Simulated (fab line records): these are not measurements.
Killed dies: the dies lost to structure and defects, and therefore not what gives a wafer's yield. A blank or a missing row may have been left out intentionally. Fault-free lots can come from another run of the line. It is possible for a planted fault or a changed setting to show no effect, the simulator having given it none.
fab line records	flow sky130
[record] lots = 13	wafers = 39	last-day = 50
route steps=708 shown FIELD_ISO@16 PWDE@52 PAD_OPEN@708
lots that met no fault: from a run of the same line without faults
start-h: start of the lot's first displayed wafer, in hours after the record's first day	wait-h: time in hours since the lot's previous step	" repeats the value in the row above	L1.1+2: a row that stands for several wafers	- value missing, or start not given	* or withheld: withheld	< > ~ a bound
route shown NAME@n: NAME is a module with steps in the file, n the number in the route of the first one	usual: mean and standard deviation over wafers with no fault	same: alike in all rows	chamber/n: place in a boat	sites: readings site by site	_std_site: their standard deviation	_edge_site: inner sites' mean taken away from outer sites' mean	radius-mm: how far each site lies from the wafer's centre	mask NAME#n: copy n	behind: tool/chamber where the wafer was last shaped	hold: why the lot was held/for how many hours/how that ended	device: names the non-switching transistor (n, p or np)	end of line: at the end of the route, the tests of the same wafers	a step given without rows: its recipe and nothing more	killed: dies that structure and defects cost at the first sort, which is not the same as the wafer's yield	map: a wafer's dies, x killed, . not, _ none there
set.NAME: setting as actually run; set.NAME@STEP: the setting as run at that earlier step	model.NAME: the simulator's own value behind a step, which no gauge read
a sample of lots followed through the steps of the route, with each step as a table and each wafer as a row
services: from which hour (start-h, from the record's first day; less than 0 if before it) a tool's chamber was out of use, for how many hours, and why
[[steps]]
[step SKY_FIELD_ISO_ETCH_15]
[recipe] chemistry = CHF3/O2	target-depth-nm = 180	stop-on = Si	source-w = 600	bias-w = 200	pressure-mtorr = 40	chf3-flow-sccm = 50	O2_flow_sccm = 5	time-s = 72
[usual] chamber-pressure-mTorr = 40.00/0.04	drypump-motor-current-A = 6.2/0.37	oes-product-au = 0.948/0.0073	throttle-valve-pct = 8.845/0.0093
lot.wafer	tool	chamber	start-h	wait-h	chamber-pressure-mTorr	drypump-motor-current-A	oes-product-au	rf-hours-counter-h	throttle-valve-pct
L760.2	rie-diel-03	3	41.71	0.0	40.00	6.1	0.934	78	8.834
L760.3	"	2	"	"	39.98	5.9	0.940	40	8.853
L760.4	"	0	"	"	40.04	5.6	0.942	5	8.844
L761.1	rie-diel-03	2	47.54	0.0	40.01	5.9	0.952	40	8.833
L761.4	"	0	"	"	39.96	5.6	0.955	6	8.844
L761.5	"	2	"	"	40.00	5.9	0.953	-	8.859
L762.1	rie-diel-01	0	53.36	0.0	39.98	6.7	0.953	35	8.839
L762.2	"	2	"	"	40.02	6.3	0.961	153	8.848
L762.3	"	1	"	"	39.95	5.8	0.956	4	8.843
L765.2	rie-diel-01	2	69.24	0.0	39.99	6.4	0.949	153	8.848
L765.4	"	3	"	"	39.99	6.0	0.960	120	8.843
L765.5	"	0	"	"	39.97	6.7	0.947	-	8.829
L766.1	rie-diel-01	3	73.91	0.0	39.99	5.9	0.944	120	8.845
L766.2	"	0	"	"	40.08	6.7	0.952	36	8.836
L766.4	"	2	"	"	39.98	6.4	0.956	153	8.840
L768.1	rie-diel-03	1	82.14	0.0	39.96	6.8	0.942	7	8.857
L768.2	"	3	"	"	40.03	6.1	0.957	79	8.853
L768.3	"	2	"	"	40.06	5.9	0.938	41	8.838
L769.1	rie-diel-04	1	86.61	0.0	39.99	6.6	0.947	114	8.841
L769.5	"	0	"	"	39.95	6.1	0.938	-	8.840
L769.6	"	1	"	"	39.97	6.7	0.937	-	8.845
L772.3	rie-diel-04	2	106.94	0.0	39.97	6.1	0.952	54	8.857
L772.5	"	1	"	"	40.07	6.7	0.960	-	8.859
L772.6	"	2	"	"	39.94	6.1	0.957	-	8.837
L773.2	rie-diel-01	1	107.06	0.0	39.98	5.8	0.951	5	8.856
L773.3	"	2	"	"	39.99	6.3	0.952	154	8.845
L773.5	"	1	"	"	39.95	5.8	0.949	-	8.844
L774.2	rie-diel-03	2	114.66	0.0	40.00	5.9	0.964	42	8.836
L774.3	"	1	"	"	40.04	6.8	0.952	7	8.859
L774.5	"	2	"	"	40.00	5.9	0.964	-	8.861
L775.2	rie-diel-04	0	118.01	0.0	40.02	6.1	0.939	51	8.861
L775.3	"	2	"	"	40.01	6.1	0.941	54	8.838
L775.4	"	1	"	"	40.02	6.7	0.932	115	8.836
L777.1	rie-diel-01	1	127.84	0.0	39.99	5.8	0.942	6	8.823
L777.3	"	2	"	"	40.01	6.4	0.950	154	8.849
L777.6	"	0	"	"	40.01	6.7	0.944	-	8.839
L778.1	rie-diel-01	1	135.51	0.0	39.93	5.8	0.948	6	8.848
L778.2	"	2	"	"	39.98	6.4	0.944	155	8.841
L778.4	"	0	"	"	40.02	6.7	0.952	37	8.859
[step SKY_FIELD_ISO_STRIP_16]
[recipe] chemistry = O2/N2	power-w = 1400	pressure-mtorr = 1500	platen-temp-c = withheld	o2-flow-sccm = 3000	n2-flow-sccm = 300	overash-fraction = 0.5
[usual] chamber-pressure-mTorr = 1500.0/1.3	drypump-motor-current-A = 5.9/0.53	oes-product-au = 0.377/0.0051	strip-time-to-endpoint-s = 3.54/0.034
lot.wafer	tool	chamber	start-h	wait-h	chamber-pressure-mTorr	drypump-motor-current-A	oes-product-au	rf-hours-counter-h	strip-time-to-endpoint-s
L760.2	plasma-asher-01	1	41.77	0.0	1499.2	5.7	0.377	35	3.51
L760.3	"	1	"	"	1498.4	5.7	0.390	-	3.56
L760.4	"	0	"	"	1499.7	6.5	0.388	-	3.58
L761.1	plasma-asher-02	1	47.59	0.0	1502.1	6.6	0.379	32	3.53
L761.4	"	0	"	"	1501.0	5.1	0.368	-	3.55
L761.5	"	0	"	"	1497.3	5.1	0.373	-	3.51
L762.1	plasma-asher-03	1	53.42	0.0	1500.7	5.7	0.367	37	3.52
L762.2	"	0	"	"	1497.8	6.1	0.377	37	3.54
L762.3	"	1	"	"	1500.0	5.7	0.373	-	3.52
L765.2	plasma-asher-01	1	69.29	0.0	1501.9	5.7	0.387	36	3.57
L765.4	"	1	"	"	1501.3	5.7	0.374	-	3.54
L765.5	"	0	"	"	1500.6	6.5	0.374	-	3.58
L766.1	plasma-asher-02	1	73.97	0.0	1496.9	6.6	0.379	36	3.53
L766.2	"	0	"	"	1501.6	5.1	0.378	36	3.55
L766.4	"	1	"	"	1500.6	6.6	0.372	-	3.56
L768.1	plasma-asher-02	0	82.19	0.0	1498.8	5.1	0.376	36	3.49
L768.2	"	1	"	"	1499.4	6.6	0.376	36	3.50
L768.3	"	0	"	"	1498.9	5.1	0.371	-	3.55
L769.1	plasma-asher-02	1	86.67	0.0	1500.3	6.7	0.380	37	3.55
L769.5	"	0	"	"	1500.1	5.1	0.376	-	3.58
L769.6	"	1	"	"	1499.5	6.7	0.375	-	3.55
L772.3	plasma-asher-03	1	107.03	0.1	1500.3	5.7	0.389	-	3.60
L772.5	"	0	"	"	1502.9	6.0	0.384	-	3.57
L772.6	"	1	"	"	1500.8	5.7	0.380	-	3.54
L773.2	plasma-asher-02	0	107.12	0.0	1499.3	5.1	0.374	39	3.50
L773.3	"	0	"	"	1499.0	5.1	0.372	-	3.58
L773.5	"	1	"	"	1499.7	6.6	0.380	-	3.49
L774.2	plasma-asher-03	0	114.72	0.0	1500.2	6.1	0.372	44	3.56
L774.3	"	1	"	"	1497.8	5.8	0.383	-	3.51
L774.5	"	1	"	"	1497.7	5.7	0.373	-	3.55
L775.2	plasma-asher-01	0	118.07	0.0	1499.7	6.5	0.378	41	3.61
L775.3	"	1	"	"	1500.1	5.7	0.383	-	3.57
L775.4	"	0	"	"	1500.4	6.5	0.366	-	3.55
L777.1	plasma-asher-01	1	127.89	0.0	-	-	-	-	-
L777.3	"	1	"	"	-	-	-	-	-
L777.6	"	0	"	"	-	-	-	-	-
L778.1	plasma-asher-01	0	135.57	0.0	-	-	-	-	-
L778.2	"	1	"	"	-	-	-	-	-
L778.4	"	1	"	"	-	-	-	-	-
[step SKY_PWDE_OVL_MEAS_07]
[usual] PWDE_OVL = 0.1/1.2
lot.wafer	tool	chamber	start-h	wait-h	PWDE_OVL[nm]
L760.2	overlay-02	-	82.09	-	-0.4
L760.3	"	-	"	"	-0.9
L760.4	"	-	"	"	-1.3
L761.1	overlay-02	-	86.90	-	0.5
L761.4	"	-	"	"	1.2
L761.5	"	-	"	"	-0.8
L762.1	overlay-01	-	93.00	-	-0.6
L762.2	"	-	"	"	-0.2
L762.3	"	-	"	"	-1.5
L765.2	overlay-02	-	113.01	-	3.6
L765.4	"	-	"	"	3.4
L765.5	"	-	"	"	1.9
L766.1	overlay-02	-	128.20	-	0.1
L766.2	"	-	"	"	-1.0
L766.4	"	-	"	"	-0.7
L768.1	overlay-01	-	136.20	-	0.3
L768.2	"	-	"	"	1.2
L768.3	"	-	"	"	-0.3
L769.1	overlay-02	-	136.55	-	-0.1
L769.5	"	-	"	"	0.7
L769.6	"	-	"	"	-1.1
L772.3	overlay-02	-	152.31	-	-0.7
L772.5	"	-	"	"	-1.4
L772.6	"	-	"	"	1.0
L773.2	overlay-02	-	153.16	-	1.1
L773.3	"	-	"	"	-0.8
L773.5	"	-	"	"	1.6
L774.2	overlay-02	-	161.40	-	-1.0
L774.3	"	-	"	"	0.1
L774.5	"	-	"	"	1.0
L775.2	overlay-01	-	163.79	-	-0.2
L775.3	"	-	"	"	0.8
L775.4	"	-	"	"	0.7
[step SKY_PWDE_TW_MEAS_10]
[usual] PWDE_TW = 375.6/2.9
lot.wafer	tool	chamber	start-h	wait-h	PWDE_TW
L760.2	film-metro-01	-	82.38	0.1	371.4
L760.3	"	-	"	"	369.7
L760.4	"	-	"	"	371.6
L761.1	film-metro-04	-	87.18	0.1	377.3
L761.4	"	-	"	"	375.1
L761.5	"	-	"	"	377.2
L762.1	film-metro-01	-	93.28	0.1	371.2
L762.2	"	-	"	"	371.5
L762.3	"	-	"	"	373.3
L765.2	film-metro-04	-	113.30	0.1	379.3
L765.4	"	-	"	"	380.3
L765.5	"	-	"	"	379.8
L766.1	film-metro-01	-	128.48	0.1	373.9
L766.2	"	-	"	"	373.3
L766.4	"	-	"	"	374.4
L768.1	film-metro-04	-	136.48	0.1	379.8
L768.2	"	-	"	"	375.8
L768.3	"	-	"	"	380.3
L769.1	film-metro-04	-	136.83	0.1	377.7
L769.5	"	-	"	"	376.9
L769.6	"	-	"	"	378.0
L772.3	film-metro-04	-	152.60	0.1	375.3
L772.5	"	-	"	"	376.4
L772.6	"	-	"	"	376.1
L773.2	film-metro-03	-	153.45	0.1	372.1
L773.3	"	-	"	"	369.8
L773.5	"	-	"	"	371.7
L774.2	film-metro-04	-	161.69	0.1	375.5
L774.3	"	-	"	"	375.7
L774.5	"	-	"	"	374.3
L775.2	film-metro-03	-	164.08	0.1	371.0
L775.3	"	-	"	"	372.2
L775.4	"	-	"	"	371.8
[step SKY_PAD_OPEN_PROBE_99]
[usual] killed_at_M0_to_M3 = 43/7.3	killed_at_M4_up = 3.2/1.9	killed-at-contacts = 25/5.4	killed-at-front-end = 16/4.4	killed-at-other = 0.4/0.66	killed-dies = 87/11	killed-on-rim = 17/4.2	killed-open = 48/7.9	killed-short = 39/6.5
[same] gross-dies = 492	killed-at-back-side = 0
lot.wafer	tool	chamber	start-h	wait-h	killed_at_M0_to_M3	killed_at_M4_up	killed-at-contacts	killed-at-front-end	killed-at-other	killed-dies	killed-on-rim	killed-open	killed-short
L760.2	prober-02	-	1102.83	0.1	37	4	26	20	0	87	20	54	33
L760.3	prober-02	-	1102.88	0.2	31	5	32	15	0	83	9	50	33
L760.4	prober-02	-	1102.93	0.2	31	5	15	18	1	70	17	30	40
L761.1	prober-02	-	1107.52	0.1	35	6	29	14	1	85	22	45	40
L761.4	prober-02	-	1107.67	0.2	46	2	27	17	0	92	16	55	37
L761.5	prober-02	-	1107.72	0.2	52	3	29	19	0	103	24	63	40
L762.1	prober-01	-	1115.62	0.1	49	1	26	16	0	92	19	54	38
L762.2	prober-01	-	1115.67	0.1	35	1	25	10	1	72	17	36	34
L762.3	prober-01	-	1115.72	0.2	45	3	21	21	0	90	17	47	42
L765.2	prober-01	-	1140.47	0.1	43	3	31	17	0	94	19	63	31
L765.4	prober-01	-	1140.57	0.2	56	6	28	15	0	105	18	56	49
L765.5	prober-01	-	1140.62	0.2	43	2	17	19	0	81	18	47	34
L766.1	prober-02	-	1155.27	0.1	47	4	18	18	0	87	15	53	31
L766.2	prober-02	-	1155.32	0.1	58	4	16	22	1	101	20	63	38
L766.4	prober-02	-	1155.42	0.2	43	4	11	17	0	75	14	33	40
L768.1	prober-02	-	1159.77	0.1	48	4	24	15	2	93	18	55	37
L768.2	prober-02	-	1159.82	0.1	47	0	29	15	1	92	18	45	47
L768.3	prober-02	-	1159.87	0.2	43	4	27	23	0	97	17	57	40
L769.1	prober-01	-	1165.02	0.1	39	1	26	16	1	83	17	47	36
L769.5	prober-01	-	1165.22	0.2	38	6	22	15	1	82	13	35	43
L769.6	prober-01	-	1165.27	0.2	37	3	28	10	0	78	15	47	31
L772.3	prober-02	-	1174.93	0.2	42	2	23	15	0	82	12	43	39
L772.5	prober-02	-	1175.03	0.2	46	2	36	16	1	101	26	57	44
L772.6	prober-02	-	1175.08	0.2	48	1	32	17	0	98	21	59	39
L773.2	prober-01	-	1178.49	0.1	41	2	20	17	0	80	12	53	27
L773.3	prober-01	-	1178.54	0.2	50	5	22	21	0	98	23	40	58
L773.5	prober-01	-	1178.64	0.2	48	1	29	15	0	93	22	56	36
L774.2	prober-02	-	1179.98	0.1	45	4	26	19	0	94	16	51	43
L774.3	prober-02	-	1180.03	0.2	42	3	17	12	0	74	14	45	29
L774.5	prober-02	-	1180.13	0.2	46	3	25	12	2	88	23	49	38
L775.2	prober-01	-	1185.54	0.1	33	3	23	16	0	75	12	40	33
L775.3	prober-01	-	1185.59	0.2	26	6	34	23	0	89	21	51	38
L775.4	prober-01	-	1185.64	0.2	36	0	33	10	0	79	18	34	44
L777.1	prober-02	-	1189.46	0.1	29	2	24	437	0	492	96	30	32
L777.3	prober-02	-	1189.56	0.2	40	3	26	422	1	492	96	50	28
L777.6	prober-02	-	1189.71	0.2	42	1	24	425	0	492	96	43	43
L778.1	prober-02	-	1200.16	0.1	41	6	19	426	0	492	96	47	37
L778.2	prober-02	-	1200.21	0.1	32	2	16	440	2	492	96	39	27
L778.4	prober-02	-	1200.31	0.2	42	2	17	431	0	492	96	40	35
// killed by level:class
L760.2 LI_CONTACT:geometric-particle:open=11 VIA2:geometric-particle:open=10 VIA1:geometric-particle:open=8 POLY_GATE:geometric-particle:open=6 CONTACT:geometric-particle:open=6 FIELD_ISO:geometric-particle:open=5 VIA3:geometric-particle:short=5 POLY_GATE:geometric-particle:short=4
L760.3 VIA2:geometric-particle:open=11 LI_CONTACT:geometric-particle:open=9 CONTACT:geometric-particle:open=7 LOCAL_INTERCONNECT:geometric-particle:short=6 CONTACT:geometric-particle:short=6 VIA1:geometric-particle:open=6 VIA3:geometric-particle:open=4 FIELD_ISO:geometric-particle:short=3
L760.4 POLY_GATE:geometric-particle:short=6 LOCAL_INTERCONNECT:geometric-particle:short=6 VIA1:geometric-particle:short=6 POLY_GATE:geometric-particle:open=5 METAL2:geometric-particle:short=5 VIA2:geometric-particle:open=5 METAL4:geometric-particle:short=4 LI_CONTACT:geometric-particle:open=3
L761.1 VIA1:geometric-particle:open=11 CONTACT:geometric-particle:open=11 FIELD_ISO:geometric-particle:open=6 VIA2:geometric-particle:open=5 LI_CONTACT:geometric-particle:open=5 CONTACT:geometric-particle:short=5 METAL3:geometric-particle:short=5 METAL4:geometric-particle:short=5
L761.4 VIA2:geometric-particle:open=12 CONTACT:geometric-particle:open=11 LI_CONTACT:geometric-particle:open=8 METAL2:geometric-particle:short=8 VIA1:geometric-particle:open=7 FIELD_ISO:geometric-particle:open=6 CONTACT:geometric-particle:short=6 METAL1:geometric-particle:short=6
L761.5 VIA1:geometric-particle:open=16 CONTACT:geometric-particle:open=13 LI_CONTACT:geometric-particle:open=9 VIA2:geometric-particle:open=7 METAL2:geometric-particle:short=6 FIELD_ISO:geometric-particle:short=5 VIA3:geometric-particle:short=5 VIA1:geometric-particle:short=5
L762.1 VIA1:geometric-particle:open=13 LI_CONTACT:geometric-particle:open=11 VIA1:geometric-particle:short=7 VIA3:geometric-particle:open=7 CONTACT:geometric-particle:open=6 FIELD_ISO:geometric-particle:short=5 METAL1:geometric-particle:short=5 METAL2:geometric-particle:open=5
L762.2 VIA1:geometric-particle:open=11 LI_CONTACT:geometric-particle:open=8 CONTACT:geometric-particle:short=6 VIA2:geometric-particle:open=6 LI_CONTACT:geometric-particle:short=4 POLY_GATE:geometric-particle:short=3 LOCAL_INTERCONNECT:geometric-particle:short=3 CONTACT:geometric-particle:open=3
L762.3 VIA1:geometric-particle:open=10 FIELD_ISO:geometric-particle:open=7 CONTACT:geometric-particle:open=7 VIA2:geometric-particle:open=6 VIA1:geometric-particle:short=6 FIELD_ISO:geometric-particle:short=5 LOCAL_INTERCONNECT:geometric-particle:short=5 VIA3:geometric-particle:open=5
L765.2 VIA1:geometric-particle:open=12 VIA2:geometric-particle:open=11 CONTACT:geometric-particle:open=9 VIA3:geometric-particle:open=8 LI_CONTACT:geometric-particle:open=7 LOCAL_INTERCONNECT:geometric-particle:short=6 FIELD_ISO:geometric-particle:short=5 CONTACT:geometric-particle:short=5
L765.4 VIA1:geometric-particle:open=14 CONTACT:geometric-particle:open=11 VIA1:geometric-particle:short=8 VIA3:geometric-particle:open=8 LI_CONTACT:geometric-particle:open=7 LOCAL_INTERCONNECT:geometric-particle:short=6 VIA2:geometric-particle:open=6 METAL4:geometric-particle:short=6
L765.5 VIA1:geometric-particle:open=14 CONTACT:geometric-particle:open=9 VIA2:geometric-particle:open=7 FIELD_ISO:geometric-particle:open=5 POLY_GATE:geometric-particle:open=5 FIELD_ISO:geometric-particle:short=4 POLY_GATE:geometric-particle:short=4 METAL1:geometric-particle:short=4
L766.1 VIA1:geometric-particle:open=12 VIA2:geometric-particle:open=9 CONTACT:geometric-particle:open=8 VIA3:geometric-particle:open=8 FIELD_ISO:geometric-particle:open=7 FIELD_ISO:geometric-particle:short=5 VIA1:geometric-particle:short=4 LI_CONTACT:geometric-particle:open=4
L766.2 VIA1:geometric-particle:open=17 VIA3:geometric-particle:open=9 POLY_GATE:geometric-particle:open=8 LI_CONTACT:geometric-particle:open=8 VIA1:geometric-particle:short=8 VIA2:geometric-particle:open=7 POLY_GATE:geometric-particle:short=6 FIELD_ISO:geometric-particle:short=4
L766.4 FIELD_ISO:geometric-particle:open=7 METAL1:geometric-particle:short=7 FIELD_ISO:geometric-particle:short=6 VIA1:geometric-particle:open=5 VIA2:geometric-particle:open=5 VIA3:geometric-particle:open=5 METAL4:geometric-particle:short=4 CONTACT:geometric-particle:short=4
L768.1 VIA3:geometric-particle:open=10 VIA1:geometric-particle:open=9 LI_CONTACT:geometric-particle:open=8 CONTACT:geometric-particle:open=8 VIA2:geometric-particle:open=8 FIELD_ISO:geometric-particle:open=7 FIELD_ISO:geometric-particle:short=5 LOCAL_INTERCONNECT:geometric-particle:short=5
L768.2 FIELD_ISO:geometric-particle:short=10 CONTACT:geometric-particle:open=10 VIA1:geometric-particle:open=9 CONTACT:geometric-particle:short=8 VIA3:geometric-particle:open=8 LI_CONTACT:geometric-particle:open=6 METAL1:geometric-particle:short=6 VIA2:geometric-particle:open=5
L768.3 VIA1:geometric-particle:open=11 CONTACT:geometric-particle:open=10 FIELD_ISO:geometric-particle:open=9 VIA3:geometric-particle:open=8 FIELD_ISO:geometric-particle:short=7 LI_CONTACT:geometric-particle:open=7 CONTACT:geometric-particle:short=6 VIA1:geometric-particle:short=6
L769.1 LI_CONTACT:geometric-particle:open=9 CONTACT:geometric-particle:open=8 VIA1:geometric-particle:open=8 METAL2:geometric-particle:short=7 POLY_GATE:geometric-particle:open=7 METAL1:geometric-particle:short=5 FIELD_ISO:geometric-particle:open=4 VIA2:geometric-particle:open=4
L769.5 METAL2:geometric-particle:short=9 CONTACT:geometric-particle:open=9 CONTACT:geometric-particle:short=7 VIA1:geometric-particle:open=7 FIELD_ISO:geometric-particle:open=6 VIA3:geometric-particle:open=6 METAL1:geometric-particle:short=4 VIA2:geometric-particle:open=4
L769.6 CONTACT:geometric-particle:open=13 VIA1:geometric-particle:open=10 LI_CONTACT:geometric-particle:open=9 VIA1:geometric-particle:short=6 METAL2:geometric-particle:short=5 FIELD_ISO:geometric-particle:short=4 VIA2:geometric-particle:short=4 VIA3:geometric-particle:open=4
L772.3 CONTACT:geometric-particle:open=11 VIA1:geometric-particle:open=8 POLY_GATE:geometric-particle:open=6 LOCAL_INTERCONNECT:geometric-particle:short=6 VIA1:geometric-particle:short=5 VIA2:geometric-particle:open=5 METAL2:geometric-particle:short=5 VIA3:geometric-particle:open=5
L772.5 CONTACT:geometric-particle:open=20 VIA1:geometric-particle:open=8 VIA3:geometric-particle:open=7 METAL2:geometric-particle:short=6 LI_CONTACT:geometric-particle:open=5 LOCAL_INTERCONNECT:geometric-particle:short=5 VIA3:geometric-particle:short=5 FIELD_ISO:geometric-particle:short=4
L772.6 VIA2:geometric-particle:open=12 CONTACT:geometric-particle:open=9 POLY_GATE:geometric-particle:open=9 LI_CONTACT:geometric-particle:open=9 METAL1:geometric-particle:short=9 VIA1:geometric-particle:open=6 VIA3:geometric-particle:short=5 FIELD_ISO:geometric-particle:open=4
L773.2 VIA2:geometric-particle:open=11 VIA1:geometric-particle:open=9 LI_CONTACT:geometric-particle:open=8 FIELD_ISO:geometric-particle:open=6 CONTACT:geometric-particle:open=6 METAL2:geometric-particle:short=5 VIA3:geometric-particle:open=5 FIELD_ISO:geometric-particle:short=4
L773.3 VIA1:geometric-particle:open=11 FIELD_ISO:geometric-particle:short=9 METAL3:geometric-particle:short=7 VIA2:geometric-particle:open=6 METAL1:geometric-particle:short=5 POLY_GATE:geometric-particle:short=5 LI_CONTACT:geometric-particle:open=5 CONTACT:geometric-particle:short=5
L773.5 LI_CONTACT:geometric-particle:open=13 VIA3:geometric-particle:open=12 VIA1:geometric-particle:open=10 CONTACT:geometric-particle:open=7 FIELD_ISO:geometric-particle:open=5 METAL2:geometric-particle:short=5 METAL1:geometric-particle:short=5 CONTACT:geometric-particle:short=4
L774.2 CONTACT:geometric-particle:open=10 VIA3:geometric-particle:open=9 FIELD_ISO:geometric-particle:short=5 CONTACT:geometric-particle:short=5 VIA1:geometric-particle:open=5 LI_CONTACT:geometric-particle:open=5 VIA2:geometric-particle:open=5 POLY_GATE:geometric-particle:open=4
L774.3 VIA3:geometric-particle:open=9 VIA1:geometric-particle:open=9 CONTACT:geometric-particle:open=8 METAL1:geometric-particle:short=7 VIA1:geometric-particle:short=5 FIELD_ISO:geometric-particle:open=4 LI_CONTACT:geometric-particle:open=4 POLY_GATE:geometric-particle:short=3
L774.5 VIA1:geometric-particle:open=13 CONTACT:geometric-particle:open=8 LI_CONTACT:geometric-particle:open=7 CONTACT:geometric-particle:short=7 METAL1:geometric-particle:short=7 VIA3:geometric-particle:open=6 FIELD_ISO:geometric-particle:short=4 METAL3:geometric-particle:short=3
L775.2 CONTACT:geometric-particle:open=7 VIA1:geometric-particle:open=7 VIA3:geometric-particle:open=6 POLY_GATE:geometric-particle:short=5 LI_CONTACT:geometric-particle:open=5 LOCAL_INTERCONNECT:geometric-particle:short=5 VIA2:geometric-particle:short=5 CONTACT:geometric-particle:short=4
L775.3 CONTACT:geometric-particle:open=13 LI_CONTACT:geometric-particle:open=11 VIA1:geometric-particle:open=6 CONTACT:geometric-particle:short=5 METAL4:geometric-particle:short=5 VIA3:geometric-particle:open=5 FIELD_ISO:geometric-particle:short=4 POLY_GATE:geometric-particle:short=4
L775.4 CONTACT:geometric-particle:short=13 LI_CONTACT:geometric-particle:open=9 METAL2:geometric-particle:short=6 LOCAL_INTERCONNECT:geometric-particle:short=6 CONTACT:geometric-particle:open=5 METAL1:geometric-particle:short=5 VIA1:geometric-particle:open=5 VIA2:geometric-particle:short=5
L777.1 FIELD_ISO:area-oxidation=430 LI_CONTACT:geometric-particle:open=8 METAL2:geometric-particle:short=7 CONTACT:geometric-particle:open=6 CONTACT:geometric-particle:short=6 VIA1:geometric-particle:short=5 VIA2:geometric-particle:open=5 VIA1:geometric-particle:open=4
L777.3 FIELD_ISO:area-oxidation=413 CONTACT:geometric-particle:open=11 VIA3:geometric-particle:open=11 VIA1:geometric-particle:open=8 LI_CONTACT:geometric-particle:open=7 VIA2:geometric-particle:open=7 CONTACT:geometric-particle:short=5 METAL2:geometric-particle:short=4
L777.6 FIELD_ISO:area-oxidation=406 CONTACT:geometric-particle:open=9 FIELD_ISO:geometric-particle:short=8 VIA3:geometric-particle:open=7 METAL2:geometric-particle:short=6 VIA3:geometric-particle:short=6 LI_CONTACT:geometric-particle:open=5 LOCAL_INTERCONNECT:geometric-particle:short=5
L778.1 FIELD_ISO:area-oxidation=408 CONTACT:geometric-particle:open=11 VIA3:geometric-particle:open=8 VIA1:geometric-particle:open=7 METAL1:geometric-particle:short=5 VIA2:geometric-particle:open=5 VIA3:geometric-particle:short=5 METAL4:geometric-particle:short=4
L778.2 FIELD_ISO:area-oxidation=426 VIA1:geometric-particle:open=8 LI_CONTACT:geometric-particle:open=6 VIA2:geometric-particle:open=6 CONTACT:geometric-particle:open=5 METAL1:geometric-particle:short=4 POLY_GATE:geometric-particle:open=3 POLY_GATE:geometric-particle:short=3
L778.4 FIELD_ISO:area-oxidation=417 VIA1:geometric-particle:open=11 METAL2:geometric-particle:short=6 VIA2:geometric-particle:open=6 LI_CONTACT:geometric-particle:open=5 VIA1:geometric-particle:short=5 POLY_GATE:geometric-particle:short=4 CONTACT:geometric-particle:open=4
[[services]]
tool	chamber	start-h	hours	kind
plasma-asher-02	-	34.83	1.9	repair
plasma-asher-01	-	47.82	15.6	pm
rie-diel-04	0	53.95	3.6	repair
rie-diel-03	-	59.35	0.8	repair
plasma-asher-02	-	108.75	9.0	pm
plasma-asher-02	0	108.75	9.0	vent-cycle
plasma-asher-02	1	108.75	9.0	vent-cycle
plasma-asher-02	0	117.75	-	clean
plasma-asher-02	1	117.75	-	clean
rie-diel-04	2	135.39	4.5	repair
[[key]]
[first-sign] step = SKY_FIELD_ISO_STRIP_16	reading = tool-record	direction = missing
[effect] step = SKY_PAD_OPEN_PROBE_99	reading = killed-at-front-end	direction = up	sigmas = 95	usual = 16	struck = 430
[more-kills-born-at] SKY_FIELD_ISO_OXIDATION_22@furnace-02 = 2500
met-at SKY_FIELD_ISO_STRIP_16
struck-lots L777,L778
later-rows-left-out L777.1,L777.3,L777.6,L778.1,L778.2,L778.4
tester-left-out L777,L778
not-acting-at SKY_FIELD_ISO_ETCH_15,SKY_PWDE_OVL_MEAS_07,SKY_PWDE_TW_MEAS_10
onset-between 118.07 127.89
[fault] kind = skipped-step-whole	tool = plasma-asher-01	chamber = -	onset-h = 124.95	steps = SKY_FIELD_ISO_STRIP_16	scope = struck-lots-only
// tester-left-out: of these lots the tester's yield and bins aren't shown, on N5 and GAA mostly nor the transistor test; their killed dies are dies lost to structure and defects alone, not to doping, threshold or leakage, so they don't give the yield
// later-rows-left-out: the simulator's readings of these wafers behind a module that went badly wrong aren't trusted and aren't shown, but for the sort
